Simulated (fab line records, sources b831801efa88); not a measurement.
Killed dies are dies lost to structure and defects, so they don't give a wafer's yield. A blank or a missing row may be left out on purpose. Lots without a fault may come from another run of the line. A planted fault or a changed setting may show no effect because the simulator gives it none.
Chamber matching | flow gf180mcu | GF_V3_ETCH_16 on rie_diel-01: 4 sister chambers
The step etches BARC in N2/H2. 7 wafers are shown with their chamber, then 8 later ones without.

WAFERS WITH THEIR CHAMBER
wafer  | chamber | h2_flow_sccm (sccm) | throttle_valve_pct (%)
L078.3 | 3       | 198.9               | 13.238
L079.2 | 2       | 200.0               | 13.216
L081.4 | 2       | 200.6               | 13.247
L082.1 | 0       | 200.0               | 13.225
L082.4 | 1       | 200.3               | 13.200
L082.6 | 1       | 199.7               | 13.221
L083.2 | 0       | 200.2               | 13.229

WAFERS WITHOUT THEIR CHAMBER
wafer  | h2_flow_sccm (sccm) | throttle_valve_pct (%)
L083.3 | 199.9               | 13.234
L083.6 | 200.0               | 13.225
L091.3 | 200.6               | 13.233
L091.5 | 200.7               | 13.224
L091.6 | 198.5               | 13.220
L093.2 | 199.2               | 13.239
L093.5 | 199.5               | 13.223
L093.6 | 199.4               | 13.208

WHICH CHAMBER EACH WENT THROUGH
wafer  | from the rows above               | in truth
L083.3 | can't be placed: 0 or 2 or 1      | 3
L083.6 | can't be placed: 0 or 2 or 1      | 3
L091.3 | can't be placed: 2 or 0 or 1      | 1
L091.5 | can't be placed: 2 or 0 or 1      | 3
L091.6 | 3                                 | 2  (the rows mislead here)
L093.2 | can't be placed: 3 or 0           | 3
L093.5 | can't be placed: 1 or 0 or 3 or 2 | 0
L093.6 | can't be placed: 1 or 0 or 3 or 2 | 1
Placed correctly: 0 of 8. Can't be placed from these rows: 7 (the true chamber is among the candidates in 4). Placed wrongly: 1.
How it was worked out, from the rows above alone: a wafer's distance from a chamber is the root of the sum, over the readings, of the square of ((its reading less the chamber's mean) divided by the reading's scatter). The wafer belongs to the nearest chamber; if the next one is less than 2 further off, it can't be placed. A chamber's mean is the mean of its shown wafers. The scatter: the root of (the sum of the squares of (reading less its chamber's mean) over the shown wafers, divided by (wafers less chambers)).
